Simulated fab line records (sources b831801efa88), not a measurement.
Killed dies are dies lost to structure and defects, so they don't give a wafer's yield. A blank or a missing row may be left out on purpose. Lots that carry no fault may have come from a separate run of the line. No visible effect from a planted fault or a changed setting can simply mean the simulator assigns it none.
fab line records    flow sky130
record lots=10  wafers=30  last_day=49
route steps=708 shown VT_ADJUST_HVTP@95 VT_ADJUST_LVTN@106 VT_ADJUST_NCORE@123 LI_CONTACT@378 PAD_OPEN@708
lots that met no fault: taken from a fault-free run of the same line
start_h: start of the lot's first displayed wafer, in hours after the record's first day    wait_h: time in hours since the lot's previous step    " the same as in the row above    L1.1+2: several wafers, shown together as one row    - no value, or no start given    * or withheld: withheld    < > ~ a bound
route shown NAME@n: a module of which the file shows steps, and the number in the route of the first    usual: mean/standard deviation taken from wafers without a fault    same: alike in all rows    chamber/n: place in a boat    sites: each site's reading    _std_site: the values' standard deviation    _edge_site: outer sites' mean less inner sites'    radius_mm: how far each site lies from the wafer's centre    mask NAME#n: copy n    behind: the tool/chamber that last shaped the wafer    hold: cause of the lot's hold/its duration in hours/its outcome    device: transistor that didn't switch, given as n, p or np    end of line: tests run on the same wafers once the route is complete    a step given without rows: its recipe and nothing more    killed: the dies lost at the first sort to structure and to defects; this is not the yield of the wafer    map: a wafer's dies, x killed, . not, _ none there
set.NAME: the setting the step ran with; set.NAME@STEP: the setting that earlier step ran with    model.NAME: the simulator's own value behind a step, which no gauge read
route steps across a sampled set of lots; one table per step, one row per wafer
services: a tool's chamber out of use, with start hour (start_h, from the record's first day; less than 0 if before it), hours out, and reason
## steps
# step SKY_VT_ADJUST_HVTP_STRIP_10
# recipe chemistry=O2/N2  power_w=1400  pressure_mtorr=1500  platen_temp_c=withheld  o2_flow_sccm=3000  n2_flow_sccm=300  overash_fraction=0.5
# usual drypump_motor_current_A=5.6/0.53  n2_flow_sccm=300.0/0.93  oes_product_au=0.715/0.0045  strip_time_to_endpoint_s=14.17/0.042
lot.wafer  tool             chamber  start_h  wait_h  drypump_motor_current_A  n2_flow_sccm  oes_product_au  rf_hours_counter_h  strip_time_to_endpoint_s
L309.1     plasma_asher-01  1        128.49   0.1     5.6                      297.9         0.715           44                  14.20
L309.3     "                0        "        "       6.4                      298.8         0.728           -                   14.21
L309.6     "                0        "        "       6.4                      299.0         0.713           -                   14.20
L310.2     plasma_asher-02  0        130.40   0.1     5.0                      299.2         0.712           1                   14.13
L310.5     "                0        "        "       5.0                      300.5         0.710           -                   14.12
L310.6     "                1        "        "       6.1                      299.7         0.716           -                   14.16
L312.1     plasma_asher-04  1        140.60   0.1     5.2                      300.5         0.721           34                  14.18
L312.4     "                1        "        "       5.2                      299.8         0.714           -                   14.22
L312.5     "                0        "        "       5.0                      300.8         0.720           -                   14.23
L314.4     plasma_asher-02  1        151.93   0.1     6.1                      299.0         0.713           -                   14.26
L314.5     "                0        "        "       5.0                      299.6         0.718           -                   14.25
L314.6     "                1        "        "       6.1                      299.6         0.715           -                   14.25
L315.1     plasma_asher-01  1        159.09   0.1     5.7                      299.2         0.715           47                  14.19
L315.3     "                0        "        "       6.3                      301.9         0.715           -                   14.20
L315.4     "                1        "        "       5.7                      298.2         0.720           -                   14.19
L316.1     plasma_asher-04  0        166.85   0.1     5.0                      299.6         0.716           37                  14.26
L316.2     "                1        "        "       5.2                      298.8         0.719           37                  14.24
L316.3     "                1        "        "       5.2                      299.5         0.713           -                   14.24
L320.4     plasma_asher-01  0        192.07   0.1     6.3                      298.7         0.715           -                   14.17
L320.5     "                0        "        "       6.3                      301.4         0.718           -                   14.16
L320.6     "                1        "        "       5.7                      299.9         0.717           -                   14.15
L324.1     plasma_asher-01  1        216.99   0.1     5.6                      299.8         0.716           53                  14.17
L324.5     "                1        "        "       5.6                      299.4         0.712           -                   14.22
L324.6     "                0        "        "       6.3                      300.4         0.710           -                   14.20
L325.2     plasma_asher-01  0        222.24   0.1     6.3                      300.5         0.714           54                  14.15
L325.3     "                1        "        "       5.6                      300.3         0.714           -                   14.18
L325.4     "                0        "        "       6.3                      298.4         0.722           -                   14.16
L328.3     plasma_asher-04  1        247.63   0.1     5.2                      299.1         0.715           -                   14.07
L328.5     "                0        "        "       5.0                      300.8         0.715           -                   14.11
L328.6     "                1        "        "       5.2                      300.7         0.713           -                   14.11
# step SKY_VT_ADJUST_LVTN_STRIP_09
# recipe chemistry=O2/N2  power_w=1400  pressure_mtorr=1500  platen_temp_c=withheld  o2_flow_sccm=3000  n2_flow_sccm=300  overash_fraction=0.5
# usual drypump_motor_current_A=5.7/0.48  n2_flow_sccm=299.9/0.8  oes_product_au=0.722/0.0047  strip_time_to_endpoint_s=36.89/0.13
lot.wafer  tool             chamber  start_h  wait_h  drypump_motor_current_A  n2_flow_sccm  oes_product_au  rf_hours_counter_h  strip_time_to_endpoint_s
L309.1     plasma_asher-03  0        147.87   0.1     5.2                      299.5         0.724           44                  36.74
L309.3     "                0        "        "       5.2                      300.0         0.721           -                   36.83
L309.6     "                1        "        "       6.0                      301.2         0.714           -                   36.83
L310.2     plasma_asher-03  0        149.67   0.1     5.2                      299.5         0.722           44                  37.05
L310.5     "                0        "        "       5.2                      299.7         0.717           -                   36.93
L310.6     "                1        "        "       6.1                      300.5         0.722           -                   36.89
L312.1     plasma_asher-02  0        160.52   0.1     5.0                      300.4         0.724           4                   36.90
L312.4     "                0        "        "       5.0                      300.7         0.713           -                   36.92
L312.5     "                0        "        "       5.0                      298.5         0.718           -                   36.93
L314.4     plasma_asher-01  1        172.45   0.1     5.6                      299.7         0.719           -                   36.84
L314.5     "                0        "        "       6.4                      299.2         0.728           -                   36.78
L314.6     "                1        "        "       5.6                      300.2         0.725           -                   36.92
L315.1     plasma_asher-03  1        179.97   0.1     6.0                      299.1         0.728           47                  36.89
L315.3     "                0        "        "       5.2                      299.9         0.721           -                   36.92
L315.4     "                1        "        "       6.1                      299.7         0.716           -                   37.06
L316.1     plasma_asher-02  1        187.82   0.1     6.1                      298.4         0.719           6                   37.00
L316.2     "                0        "        "       5.0                      299.4         0.725           6                   37.10
L316.3     "                0        "        "       5.0                      299.7         0.723           -                   36.97
L320.4     plasma_asher-01  0        214.60   0.1     6.3                      300.0         0.723           -                   36.98
L320.5     "                1        "        "       5.6                      299.2         0.725           -                   37.01
L320.6     "                0        "        "       6.4                      301.3         0.736           -                   36.98
L324.1     plasma_asher-03  1        239.72   0.1     6.1                      300.2         0.723           53                  36.88
L324.5     "                1        "        "       6.1                      300.5         0.720           -                   36.76
L324.6     "                0        "        "       5.3                      299.7         0.723           -                   36.82
L325.2     plasma_asher-02  1        245.07   0.1     6.1                      299.1         0.721           12                  37.00
L325.3     "                0        "        "       5.0                      299.9         0.718           -                   36.90
L325.4     "                1        "        "       6.1                      299.1         0.723           -                   37.00
L328.3     plasma_asher-01  1        271.35   0.1     5.7                      300.7         0.717           -                   36.91
L328.5     "                0        "        "       6.3                      298.8         0.721           -                   36.75
L328.6     "                1        "        "       5.7                      299.7         0.724           -                   36.91
# step SKY_VT_ADJUST_NCORE_EXPOSE_04
# recipe mask_id=LVTN_COMPLEMENT_THIN  na=0.6  source_shape=conventional  sigma_outer=0.6  polarization=unpolarized  target_cd_nm=380  dose_mj=139
# usual exposure_dose_mJ_cm2=138.8/0.71
lot.wafer  tool              chamber  start_h  wait_h  mask                    exposure_dose_mJ_cm2
L309.1     iline_stepper-01  0        177.76   -       LVTN_COMPLEMENT_THIN#0  138.1
L309.3     "                 0        "        "       LVTN_COMPLEMENT_THIN#0  138.1
L309.6     "                 0        "        "       LVTN_COMPLEMENT_THIN#0  138.2
L310.2     iline_stepper-01  0        180.40   -       LVTN_COMPLEMENT_THIN#0  138.1
L310.5     "                 0        "        "       LVTN_COMPLEMENT_THIN#0  137.9
L310.6     "                 0        "        "       LVTN_COMPLEMENT_THIN#0  138.0
L312.1     iline_stepper-02  0        191.41   -       LVTN_COMPLEMENT_THIN#0  139.3
L312.4     "                 0        "        "       LVTN_COMPLEMENT_THIN#0  139.4
L312.5     "                 0        "        "       LVTN_COMPLEMENT_THIN#0  139.5
L314.4     iline_stepper-02  0        204.94   -       LVTN_COMPLEMENT_THIN#0  153.9
L314.5     "                 0        "        "       LVTN_COMPLEMENT_THIN#0  154.0
L314.6     "                 0        "        "       LVTN_COMPLEMENT_THIN#0  154.1
L315.1     iline_stepper-02  0        212.44   -       LVTN_COMPLEMENT_THIN#0  154.2
L315.3     "                 0        "        "       LVTN_COMPLEMENT_THIN#0  154.4
L315.4     "                 0        "        "       LVTN_COMPLEMENT_THIN#0  154.3
L316.1     iline_stepper-02  0        219.44   -       LVTN_COMPLEMENT_THIN#0  151.4
L316.2     "                 0        "        "       LVTN_COMPLEMENT_THIN#0  151.4
L316.3     "                 0        "        "       LVTN_COMPLEMENT_THIN#0  151.5
L320.4     iline_stepper-02  0        248.91   -       LVTN_COMPLEMENT_THIN#0  147.1
L320.5     "                 0        "        "       LVTN_COMPLEMENT_THIN#0  147.3
L320.6     "                 0        "        "       LVTN_COMPLEMENT_THIN#0  147.6
L324.1     iline_stepper-01  0        276.40   -       LVTN_COMPLEMENT_THIN#0  138.2
L324.5     "                 0        "        "       LVTN_COMPLEMENT_THIN#0  138.4
L324.6     "                 0        "        "       LVTN_COMPLEMENT_THIN#0  138.3
L325.2     iline_stepper-01  0        281.75   -       LVTN_COMPLEMENT_THIN#0  138.1
L325.3     "                 0        "        "       LVTN_COMPLEMENT_THIN#0  138.0
L325.4     "                 0        "        "       LVTN_COMPLEMENT_THIN#0  138.1
L328.3     iline_stepper-01  0        309.94   -       LVTN_COMPLEMENT_THIN#0  138.2
L328.5     "                 0        "        "       LVTN_COMPLEMENT_THIN#0  138.2
L328.6     "                 0        "        "       LVTN_COMPLEMENT_THIN#0  138.1
# step SKY_VT_ADJUST_NCORE_CD_MEAS_07
# recipe target_cd_nm=380
# usual cd_nm=380.3/2.1
lot.wafer  tool       chamber  start_h  wait_h  cd_nm
L309.1     cd_sem-02  -        188.23   0.1     383.0
L309.3     "          -        "        "       381.3
L309.6     "          -        "        "       380.6
L310.2     cd_sem-02  -        190.36   0.1     378.8
L310.5     "          -        "        "       378.0
L310.6     "          -        "        "       377.3
L312.1     cd_sem-01  -        202.68   0.1     377.8
L312.4     "          -        "        "       379.4
L312.5     "          -        "        "       377.6
L314.4     cd_sem-02  -        215.64   0.1     407.6
L314.5     "          -        "        "       406.8
L314.6     "          -        "        "       408.2
L315.1     cd_sem-01  -        223.48   0.1     408.1
L315.3     "          -        "        "       408.6
L315.4     "          -        "        "       408.7
L316.1     cd_sem-02  -        230.88   0.1     405.3
L316.2     "          -        "        "       407.2
L316.3     "          -        "        "       408.5
L320.4     cd_sem-02  -        260.89   0.1     394.9
L320.5     "          -        "        "       395.3
L320.6     "          -        "        "       394.3
L324.1     cd_sem-01  -        288.44   0.1     379.1
L324.5     "          -        "        "       380.1
L324.6     "          -        "        "       379.3
L325.2     cd_sem-01  -        294.25   0.1     379.6
L325.3     "          -        "        "       381.1
L325.4     "          -        "        "       380.9
L328.3     cd_sem-02  -        321.83   0.1     382.2
L328.5     "          -        "        "       381.4
L328.6     "          -        "        "       381.6
# step SKY_LI_CONTACT_STRIP_16
# recipe chemistry=O2/N2  power_w=1400  pressure_mtorr=1500  platen_temp_c=withheld  o2_flow_sccm=3000  n2_flow_sccm=300  overash_fraction=0.5
# usual drypump_motor_current_A=5.4/0.48  n2_flow_sccm=299.9/0.85  oes_product_au=0.375/0.0047  strip_time_to_endpoint_s=3.46/0.037
lot.wafer  tool             chamber  start_h  wait_h  drypump_motor_current_A  n2_flow_sccm  oes_product_au  rf_hours_counter_h  strip_time_to_endpoint_s
L309.1     plasma_asher-04  0        692.72   -       5.0                      299.7         0.372           88                  3.44
L309.3     "                1        "        "       5.2                      300.7         0.371           -                   3.42
L309.6     "                1        "        "       5.2                      300.3         0.369           -                   3.44
L310.2     plasma_asher-03  1        693.07   -       6.1                      300.1         0.377           98                  3.49
L310.5     "                0        "        "       5.2                      299.8         0.374           -                   3.49
L310.6     "                1        "        "       6.1                      300.5         0.373           -                   3.52
L312.1     plasma_asher-04  1        696.82   -       5.2                      299.7         0.375           88                  3.48
L312.4     "                0        "        "       5.0                      299.1         0.383           -                   3.47
L312.5     "                0        "        "       5.0                      301.4         0.379           -                   3.48
L314.4     plasma_asher-04  0        717.60   -       5.0                      299.3         0.368           -                   3.43
L314.5     "                0        "        "       5.0                      299.6         0.367           -                   3.38
L314.6     "                1        "        "       5.2                      301.1         0.367           -                   3.44
L315.1     plasma_asher-03  1        723.42   -       6.1                      300.8         0.373           101                 3.49
L315.3     "                1        "        "       6.0                      301.6         0.371           -                   3.48
L315.4     "                0        "        "       5.2                      299.3         0.379           -                   3.42
L316.1     plasma_asher-02  1        735.12   -       6.1                      299.5         0.377           60                  3.43
L316.2     "                0        "        "       5.0                      299.6         0.372           60                  3.43
L316.3     "                0        "        "       5.0                      298.5         0.377           -                   3.36
L320.4     plasma_asher-04  1        765.61   -       5.2                      299.9         0.381           -                   3.49
L320.5     "                0        "        "       5.0                      301.8         0.376           -                   3.45
L320.6     "                1        "        "       5.2                      300.6         0.380           -                   3.44
L324.1     plasma_asher-02  0        793.11   -       5.0                      299.3         0.378           66                  3.55
L324.5     "                1        "        "       6.1                      300.5         0.362           -                   3.52
L324.6     "                0        "        "       5.0                      299.0         0.378           -                   3.49
L325.2     plasma_asher-02  1        803.51   -       6.1                      298.7         0.379           67                  3.48
L325.3     "                1        "        "       6.1                      300.2         0.379           -                   3.44
L325.4     "                0        "        "       5.0                      300.4         0.370           -                   3.47
L328.3     plasma_asher-02  0        831.45   -       5.0                      299.7         0.369           -                   3.47
L328.5     "                1        "        "       6.1                      300.1         0.374           -                   3.55
L328.6     "                0        "        "       5.0                      300.1         0.370           -                   3.46
# step SKY_PAD_OPEN_PROBE_99
# usual killed_at_M0_to_M3=45/6.8  killed_at_M4_up=3.1/2  killed_at_contacts=23/5.2  killed_at_front_end=14/3.7  killed_at_other=0.3/0.61  killed_dies=86/9  killed_on_rim=17/3.9  killed_open=46/6.9  killed_short=39/6.4
# same gross_dies=492  killed_at_back_side=0
lot.wafer  tool       chamber  start_h  wait_h  killed_at_M0_to_M3  killed_at_M4_up  killed_at_contacts  killed_at_front_end  killed_at_other  killed_dies  killed_on_rim  killed_open  killed_short
L315.4     prober-01  -        1109.90  0.2     44                  2                17                  15                   0                78           16             45           32
L328.3     prober-02  -        1183.05  0.2     43                  2                20                  18                   0                83           14             43           38
L328.5     prober-02  -        1183.15  0.2     49                  4                21                  15                   0                89           21             40           49
L328.6     prober-02  -        1183.20  0.2     38                  3                31                  14                   0                86           21             43           43
# killed by level:class
L315.4 VIA1:geometric_particle:open=11 VIA3:geometric_particle:open=7 CONTACT:geometric_particle:open=5 VIA2:geometric_particle:open=5 FIELD_ISO:geometric_particle:open=4 POLY_GATE:geometric_particle:open=4 METAL2:geometric_particle:short=4 CONTACT:geometric_particle:short=4
L328.3 VIA1:geometric_particle:open=10 VIA1:geometric_particle:short=9 LI_CONTACT:geometric_particle:open=8 CONTACT:geometric_particle:open=7 METAL2:geometric_particle:short=6 VIA2:geometric_particle:open=5 METAL1:geometric_particle:short=4 METAL3:geometric_particle:short=4
L328.5 VIA1:geometric_particle:open=10 LI_CONTACT:geometric_particle:open=7 METAL1:geometric_particle:short=7 METAL2:geometric_particle:short=7 CONTACT:geometric_particle:short=6 FIELD_ISO:geometric_particle:open=5 VIA3:geometric_particle:short=5 VIA2:geometric_particle:open=5
L328.6 VIA1:geometric_particle:open=13 CONTACT:geometric_particle:open=10 CONTACT:geometric_particle:short=9 LI_CONTACT:geometric_particle:open=7 METAL1:geometric_particle:short=4 VIA2:geometric_particle:short=4 VIA3:geometric_particle:short=4 FIELD_ISO:geometric_particle:open=3
## services
tool              chamber  start_h  hours  kind
plasma_asher-02   -        106.94   0.5    repair
plasma_asher-02   -        108.75   9.0    pm
plasma_asher-03   -        174.20   0.9    repair
iline_stepper-02  -        186.10   2.1    pm
iline_stepper-01  -        200.28   1.7    pm
iline_stepper-02  -        215.89   1.7    pm
plasma_asher-03   -        237.18   1.0    repair
iline_stepper-01  -        297.25   4.4    pm
plasma_asher-01   -        340.88   14.6   pm
plasma_asher-03   -        378.43   1.0    repair
plasma_asher-03   -        396.92   2.8    pm
plasma_asher-03   -        409.34   1.6    repair
plasma_asher-01   -        421.25   9.0    pm
plasma_asher-03   -        485.90   5.9    repair
plasma_asher-02   -        514.41   2.8    pm
plasma_asher-04   -        537.89   0.5    repair
plasma_asher-01   -        545.91   7.1    repair
plasma_asher-04   -        578.99   1.3    repair
plasma_asher-02   -        581.25   0.8    repair
plasma_asher-02   -        589.04   14.1   repair
plasma_asher-04   -        629.67   0.7    repair
plasma_asher-04   -        646.79   14.6   pm
plasma_asher-03   -        733.75   9.0    pm
plasma_asher-03   -        799.04   25.4   pm
## key
first_sign step=SKY_VT_ADJUST_NCORE_EXPOSE_04  reading=exposure_dose_mJ_cm2  direction=up  sigmas=18  usual=*  struck=*
effect step=SKY_VT_ADJUST_NCORE_CD_MEAS_07  reading=cd_nm  direction=up  sigmas=11  usual=380.3  struck=404.5  through=control_loop
met_at SKY_VT_ADJUST_NCORE_EXPOSE_04
struck_lots L314,L315,L316,L320
tester_left_out L314,L315,L316,L320
loop_trim step=SKY_VT_ADJUST_NCORE_EXPOSE_04  setting=dose  lots=L316,L320
not_acting_at SKY_VT_ADJUST_HVTP_STRIP_10,SKY_VT_ADJUST_LVTN_STRIP_09,SKY_LI_CONTACT_STRIP_16
onset_between 191.41 204.94
fault kind=process_parameter_drift  tool=iline_stepper-02  chamber=-  onset_h=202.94  steps=SKY_VT_ADJUST_NCORE_EXPOSE_04  channel=dose_mj  offset=14.658  shape=step  acts_in=these_recipes_only  stated=139
# tester_left_out: of these lots the tester's yield and bins aren't shown, on N5 and GAA mostly nor the transistor test; their killed dies are dies lost to structure and defects alone, not to doping, threshold or leakage, so they don't give the yield
# loop_trim: a control loop set the setting to another value than it would have without faults
